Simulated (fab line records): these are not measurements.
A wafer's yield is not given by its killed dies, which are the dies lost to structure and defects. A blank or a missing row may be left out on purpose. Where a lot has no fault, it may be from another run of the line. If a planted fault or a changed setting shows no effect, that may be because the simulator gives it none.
The tool behind it: which one? || flow gf180mcu || 72 wafers from 24 lots sampled at 4 of the route's 602 steps

WHAT THE GAUGES SHOWED, per wafer
GF_V3_BOW_MEAS_05. Usual: V3_BOW typically reads 116 um, with standard deviation 8.
{"lot": "L074", "measured": "day 21 08:44", "on": "film_metro-01", "V3_BOW (um)": "124 116 137", "flag": ""}
{"lot": "L075", "measured": "day 21 17:20", "on": "film_metro-04", "V3_BOW (um)": "123 128 112", "flag": ""}
{"lot": "L076", "measured": "day 21 23:38", "on": "film_metro-01", "V3_BOW (um)": "113 106 111", "flag": ""}
{"lot": "L077", "measured": "day 22 11:58", "on": "film_metro-04", "V3_BOW (um)": "115 120 111", "flag": ""}
{"lot": "L078", "measured": "day 23 06:13", "on": "film_metro-03", "V3_BOW (um)": "121 118 122", "flag": ""}
{"lot": "L079", "measured": "day 23 12:56", "on": "film_metro-04", "V3_BOW (um)": "111 111 116", "flag": ""}
{"lot": "L080", "measured": "day 23 19:48", "on": "film_metro-03", "V3_BOW (um)": "115 115 112", "flag": ""}
{"lot": "L081", "measured": "day 24 03:13", "on": "film_metro-03", "V3_BOW (um)": "114 125 126", "flag": ""}
{"lot": "L082", "measured": "day 24 10:43", "on": "film_metro-04", "V3_BOW (um)": "131 121 120", "flag": ""}
{"lot": "L083", "measured": "day 25 02:20", "on": "film_metro-04", "V3_BOW (um)": "122 114 112", "flag": ""}
{"lot": "L084", "measured": "day 25 10:42", "on": "film_metro-03", "V3_BOW (um)": "104 110 113", "flag": ""}
{"lot": "L085", "measured": "day 25 16:55", "on": "film_metro-01", "V3_BOW (um)": "117 119 119", "flag": ""}
{"lot": "L086", "measured": "day 26 01:38", "on": "film_metro-04", "V3_BOW (um)": "103 104 105", "flag": ""}
{"lot": "L087", "measured": "day 26 05:03", "on": "film_metro-04", "V3_BOW (um)": "113 102 102", "flag": ""}
{"lot": "L088", "measured": "day 26 05:17", "on": "film_metro-01", "V3_BOW (um)": "113 113 104", "flag": ""}
{"lot": "L089", "measured": "day 26 18:25", "on": "film_metro-04", "V3_BOW (um)": "121 124 121", "flag": ""}
{"lot": "L090", "measured": "day 26 22:41", "on": "film_metro-01", "V3_BOW (um)": "115 120 116", "flag": ""}
{"lot": "L091", "measured": "day 27 07:34", "on": "film_metro-04", "V3_BOW (um)": "114 105 124", "flag": ""}
{"lot": "L092", "measured": "day 27 12:50", "on": "film_metro-04", "V3_BOW (um)": "120 131 137", "flag": ""}
{"lot": "L093", "measured": "day 27 17:23", "on": "film_metro-01", "V3_BOW (um)": "122 119 121", "flag": ""}
{"lot": "L094", "measured": "day 27 23:31", "on": "film_metro-03", "V3_BOW (um)": "123 118 114", "flag": ""}
{"lot": "L095", "measured": "day 28 09:21", "on": "film_metro-03", "V3_BOW (um)": "121 112 115", "flag": ""}
{"lot": "L096", "measured": "day 28 13:35", "on": "film_metro-01", "V3_BOW (um)": "117 112 111", "flag": ""}
{"lot": "L097", "measured": "day 28 23:31", "on": "film_metro-03", "V3_BOW (um)": "124 103 133", "flag": ""}

GF_M4_OVL_MEAS_15. Usual: M4_OVL typically reads -2 nm, with standard deviation 5.1.
{"lot": "L074", "measured": "day 23 09:18", "on": "overlay-02", "M4_OVL (nm)": "0 -9 -4", "flag": ""}
{"lot": "L075", "measured": "day 23 17:54", "on": "overlay-01", "M4_OVL (nm)": "1 -6 -7", "flag": ""}
{"lot": "L076", "measured": "day 23 23:15", "on": "overlay-01", "M4_OVL (nm)": "-2 -5 2", "flag": ""}
{"lot": "L077", "measured": "day 24 10:23", "on": "overlay-02", "M4_OVL (nm)": "5 -2 9", "flag": ""}
{"lot": "L078", "measured": "day 25 03:49", "on": "overlay-01", "M4_OVL (nm)": "-2 -6 -4", "flag": ""}
{"lot": "L079", "measured": "day 25 10:44", "on": "overlay-02", "M4_OVL (nm)": "-7 8 2", "flag": ""}
{"lot": "L080", "measured": "day 25 17:09", "on": "overlay-02", "M4_OVL (nm)": "-7 -2 -4", "flag": ""}
{"lot": "L081", "measured": "day 26 00:45", "on": "overlay-02", "M4_OVL (nm)": "-4 -11 -5", "flag": ""}
{"lot": "L082", "measured": "day 26 06:33", "on": "overlay-02", "M4_OVL (nm)": "-7 -4 3", "flag": ""}
{"lot": "L083", "measured": "day 26 22:23", "on": "overlay-02", "M4_OVL (nm)": "-2 -2 -1", "flag": ""}
{"lot": "L084", "measured": "day 27 06:41", "on": "overlay-01", "M4_OVL (nm)": "4 -10 5", "flag": ""}
{"lot": "L085", "measured": "day 27 12:34", "on": "overlay-01", "M4_OVL (nm)": "-6 -7 0", "flag": ""}
{"lot": "L086", "measured": "day 27 19:47", "on": "overlay-02", "M4_OVL (nm)": "-7 -21 0", "flag": ""}
{"lot": "L087", "measured": "day 27 22:35", "on": "overlay-02", "M4_OVL (nm)": "3 -2 2", "flag": ""}
{"lot": "L088", "measured": "day 27 23:28", "on": "overlay-01", "M4_OVL (nm)": "0 -2 3", "flag": ""}
{"lot": "L089", "measured": "day 28 11:50", "on": "overlay-01", "M4_OVL (nm)": "-2 3 7", "flag": ""}
{"lot": "L090", "measured": "day 28 16:01", "on": "overlay-01", "M4_OVL (nm)": "-8 -5 -5", "flag": ""}
{"lot": "L091", "measured": "day 29 01:56", "on": "overlay-01", "M4_OVL (nm)": "-2 -7 4", "flag": ""}
{"lot": "L092", "measured": "day 29 05:54", "on": "overlay-01", "M4_OVL (nm)": "0 3 6", "flag": ""}
{"lot": "L093", "measured": "day 29 09:32", "on": "overlay-02", "M4_OVL (nm)": "-4 1 3", "flag": ""}
{"lot": "L094", "measured": "day 29 15:38", "on": "overlay-02", "M4_OVL (nm)": "-5 -2 -2", "flag": ""}
{"lot": "L095", "measured": "day 30 00:35", "on": "overlay-02", "M4_OVL (nm)": "6 10 2", "flag": ""}
{"lot": "L096", "measured": "day 30 04:22", "on": "overlay-01", "M4_OVL (nm)": "-8 -9 -12", "flag": ""}
{"lot": "L097", "measured": "day 30 14:56", "on": "overlay-02", "M4_OVL (nm)": "-3 -9 -2", "flag": ""}

GF_V4_OVL_MEAS_15. Usual: V4_OVL typically reads -3 nm, with standard deviation 5.3.
{"lot": "L074", "measured": "day 24 08:50", "on": "overlay-02", "V4_OVL (nm)": "5 -5 -3", "flag": ""}
{"lot": "L075", "measured": "day 24 17:38", "on": "overlay-02", "V4_OVL (nm)": "-6 -4 0", "flag": ""}
{"lot": "L076", "measured": "day 25 00:26", "on": "overlay-02", "V4_OVL (nm)": "0 0 5", "flag": ""}
{"lot": "L077", "measured": "day 25 09:27", "on": "overlay-01", "V4_OVL (nm)": "1 -2 -2", "flag": ""}
{"lot": "L078", "measured": "day 26 02:49", "on": "overlay-02", "V4_OVL (nm)": "8 1 3", "flag": ""}
{"lot": "L079", "measured": "day 26 09:35", "on": "overlay-01", "V4_OVL (nm)": "0 1 -5", "flag": ""}
{"lot": "L080", "measured": "day 26 15:17", "on": "overlay-01", "V4_OVL (nm)": "7 5 -4", "flag": ""}
{"lot": "L081", "measured": "day 26 23:39", "on": "overlay-01", "V4_OVL (nm)": "5 -10 -10", "flag": ""}
{"lot": "L082", "measured": "day 27 05:20", "on": "overlay-02", "V4_OVL (nm)": "-4 -4 -6", "flag": ""}
{"lot": "L083", "measured": "day 27 19:17", "on": "overlay-01", "V4_OVL (nm)": "-1 -1 -5", "flag": ""}
{"lot": "L084", "measured": "day 28 04:33", "on": "overlay-01", "V4_OVL (nm)": "7 9 1", "flag": ""}
{"lot": "L085", "measured": "day 28 10:08", "on": "overlay-01", "V4_OVL (nm)": "2 2 -4", "flag": ""}
{"lot": "L086", "measured": "day 28 16:50", "on": "overlay-01", "V4_OVL (nm)": "-14 -4 -4", "flag": ""}
{"lot": "L087", "measured": "day 28 19:35", "on": "overlay-02", "V4_OVL (nm)": "-4 -5 -6", "flag": ""}
{"lot": "L088", "measured": "day 28 19:57", "on": "overlay-02", "V4_OVL (nm)": "-14 -7 -10", "flag": ""}
{"lot": "L089", "measured": "day 29 07:59", "on": "overlay-02", "V4_OVL (nm)": "-6 -8 -6", "flag": ""}
{"lot": "L090", "measured": "day 29 12:29", "on": "overlay-02", "V4_OVL (nm)": "-6 -6 -7", "flag": ""}
{"lot": "L091", "measured": "day 29 22:14", "on": "overlay-01", "V4_OVL (nm)": "-11 -7 4", "flag": ""}
{"lot": "L092", "measured": "day 30 02:10", "on": "overlay-02", "V4_OVL (nm)": "-12 -9 -8", "flag": ""}
{"lot": "L093", "measured": "day 30 05:39", "on": "overlay-02", "V4_OVL (nm)": "-2 -2 -1", "flag": ""}
{"lot": "L094", "measured": "day 30 12:03", "on": "overlay-02", "V4_OVL (nm)": "5 -2 1", "flag": ""}
{"lot": "L095", "measured": "day 30 20:50", "on": "overlay-02", "V4_OVL (nm)": "-6 -15 -12", "flag": ""}
{"lot": "L096", "measured": "day 31 00:17", "on": "overlay-01", "V4_OVL (nm)": "3 -10 -4", "flag": ""}
{"lot": "L097", "measured": "day 31 10:47", "on": "overlay-01", "V4_OVL (nm)": "-8 0 -1", "flag": ""}

TOOL THAT RAN EACH LOT (tool first, then ch and the chambers of the sampled wafers, then the start)
{"lot": "L074", "GF_V4_CMP_04": "cmp-02 ch 2,3, day 23 10:14"}
{"lot": "L075", "GF_V4_CMP_04": "cmp-02 ch 0,1,3, day 23 18:52"}
{"lot": "L076", "GF_V4_CMP_04": "cmp-02 ch 0,2,3, day 24 02:31"}
{"lot": "L077", "GF_V4_CMP_04": "cmp-01 ch 0,1,2, day 24 11:25"}
{"lot": "L078", "GF_V4_CMP_04": "cmp-02 ch 0,1,3, day 25 05:00"}
{"lot": "L079", "GF_V4_CMP_04": "cmp-01 ch 0,2, day 25 11:50"}
{"lot": "L080", "GF_V4_CMP_04": "cmp-02 ch 0,3, day 25 18:10"}
{"lot": "L081", "GF_V4_CMP_04": "cmp-02 ch 0,1,3, day 26 01:50"}
{"lot": "L082", "GF_V4_CMP_04": "cmp-02 ch 0,1, day 26 07:36"}
{"lot": "L083", "GF_V4_CMP_04": "cmp-01 ch 0,2,3, day 26 23:27"}
{"lot": "L084", "GF_V4_CMP_04": "cmp-01 ch 1,2,3, day 27 07:47"}
{"lot": "L085", "GF_V4_CMP_04": "cmp-01 ch 0,1,2, day 27 13:36"}
{"lot": "L086", "GF_V4_CMP_04": "cmp-02 ch 0,1,2, day 27 20:47"}
{"lot": "L087", "GF_V4_CMP_04": "cmp-01 ch 0,2,3, day 27 23:32"}
{"lot": "L088", "GF_V4_CMP_04": "cmp-02 ch 0,1,3, day 28 00:27"}
{"lot": "L089", "GF_V4_CMP_04": "cmp-02 ch 1,2, day 28 12:53"}
{"lot": "L090", "GF_V4_CMP_04": "cmp-01 ch 1,2, day 28 16:59"}
{"lot": "L091", "GF_V4_CMP_04": "cmp-02 ch 0,1,3, day 29 02:56"}
{"lot": "L092", "GF_V4_CMP_04": "cmp-01 ch 0,1, day 29 07:03"}
{"lot": "L093", "GF_V4_CMP_04": "cmp-01 ch 1,2, day 29 10:55"}
{"lot": "L094", "GF_V4_CMP_04": "cmp-01 ch 0,1,3, day 29 17:14"}
{"lot": "L095", "GF_V4_CMP_04": "cmp-02 ch 0,1,2, day 30 01:53"}
{"lot": "L096", "GF_V4_CMP_04": "cmp-01 ch 0,2, day 30 05:22"}
{"lot": "L097", "GF_V4_CMP_04": "cmp-02 ch 0,2, day 30 16:05"}
- GF_V4_CMP_04: polishes SiO2.

WHAT THE TOOLS THEMSELVES READ (means of the sampled wafers that have a number; where no wafer has one, the mark that the record gives instead)
GF_V4_CMP_04. Usual: motor_current_A 12.8 A, standard deviation 1.3; time_to_endpoint_s 78 s, standard deviation 6.5.
{"lot": "L074", "tool": "cmp-02", "motor_current_A (A)": 13.1, "time_to_endpoint_s (s)": 73, "flag": ""}
{"lot": "L075", "tool": "cmp-02", "motor_current_A (A)": 12.4, "time_to_endpoint_s (s)": 80, "flag": ""}
{"lot": "L076", "tool": "cmp-02", "motor_current_A (A)": 13.2, "time_to_endpoint_s (s)": 74, "flag": ""}
{"lot": "L077", "tool": "cmp-01", "motor_current_A (A)": 11.8, "time_to_endpoint_s (s)": 82, "flag": ""}
{"lot": "L078", "tool": "cmp-02", "motor_current_A (A)": 12.1, "time_to_endpoint_s (s)": 77, "flag": ""}
{"lot": "L079", "tool": "cmp-01", "motor_current_A (A)": 12.2, "time_to_endpoint_s (s)": 83, "flag": ""}
{"lot": "L080", "tool": "cmp-02", "motor_current_A (A)": 12.5, "time_to_endpoint_s (s)": 81, "flag": ""}
{"lot": "L081", "tool": "cmp-02", "motor_current_A (A)": 12.3, "time_to_endpoint_s (s)": 75, "flag": ""}
{"lot": "L082", "tool": "cmp-02", "motor_current_A (A)": 12.2, "time_to_endpoint_s (s)": 81, "flag": ""}
{"lot": "L083", "tool": "cmp-01", "motor_current_A (A)": 13.3, "time_to_endpoint_s (s)": 74, "flag": ""}
{"lot": "L084", "tool": "cmp-01", "motor_current_A (A)": 13.1, "time_to_endpoint_s (s)": 81, "flag": ""}
{"lot": "L085", "tool": "cmp-01", "motor_current_A (A)": 12.1, "time_to_endpoint_s (s)": 72, "flag": ""}
{"lot": "L086", "tool": "cmp-02", "motor_current_A (A)": 12.9, "time_to_endpoint_s (s)": 75, "flag": ""}
{"lot": "L087", "tool": "cmp-01", "motor_current_A (A)": 13.2, "time_to_endpoint_s (s)": 73, "flag": ""}
{"lot": "L088", "tool": "cmp-02", "motor_current_A (A)": 12.5, "time_to_endpoint_s (s)": 76, "flag": ""}
{"lot": "L089", "tool": "cmp-02", "motor_current_A (A)": 13.6, "time_to_endpoint_s (s)": 76, "flag": ""}
{"lot": "L090", "tool": "cmp-01", "motor_current_A (A)": 12.0, "time_to_endpoint_s (s)": 83, "flag": ""}
{"lot": "L091", "tool": "cmp-02", "motor_current_A (A)": 12.7, "time_to_endpoint_s (s)": 75, "flag": ""}
{"lot": "L092", "tool": "cmp-01", "motor_current_A (A)": 12.1, "time_to_endpoint_s (s)": 84, "flag": ""}
{"lot": "L093", "tool": "cmp-01", "motor_current_A (A)": 11.8, "time_to_endpoint_s (s)": 83, "flag": ""}
{"lot": "L094", "tool": "cmp-01", "motor_current_A (A)": 13.3, "time_to_endpoint_s (s)": 89, "flag": ""}
{"lot": "L095", "tool": "cmp-02", "motor_current_A (A)": 13.2, "time_to_endpoint_s (s)": 74, "flag": ""}
{"lot": "L096", "tool": "cmp-01", "motor_current_A (A)": 12.2, "time_to_endpoint_s (s)": 74, "flag": ""}
{"lot": "L097", "tool": "cmp-02", "motor_current_A (A)": 12.7, "time_to_endpoint_s (s)": 78, "flag": ""}

THE ANSWER, worked out from the rows above alone
Rule: take the mean of a lot's wafers that have a number; if it is more than 3 standard deviations from the usual mean, the lot is off. A lot without any number at a reading at which 4 lots or more have one is off too. Where the step has rows for the other lots, those lots are counted as sound. First the gauges in route order, then the tools' own readings, where a lot's mean is used as printed above. The first step at which some lot is off is used, and at that step the reading that is off furthest; a lot without a number counts as furthest.
Across all readings shown, no lot is off: no conclusion can be drawn from this.

WHAT THE SIMULATOR HAD PUT IN
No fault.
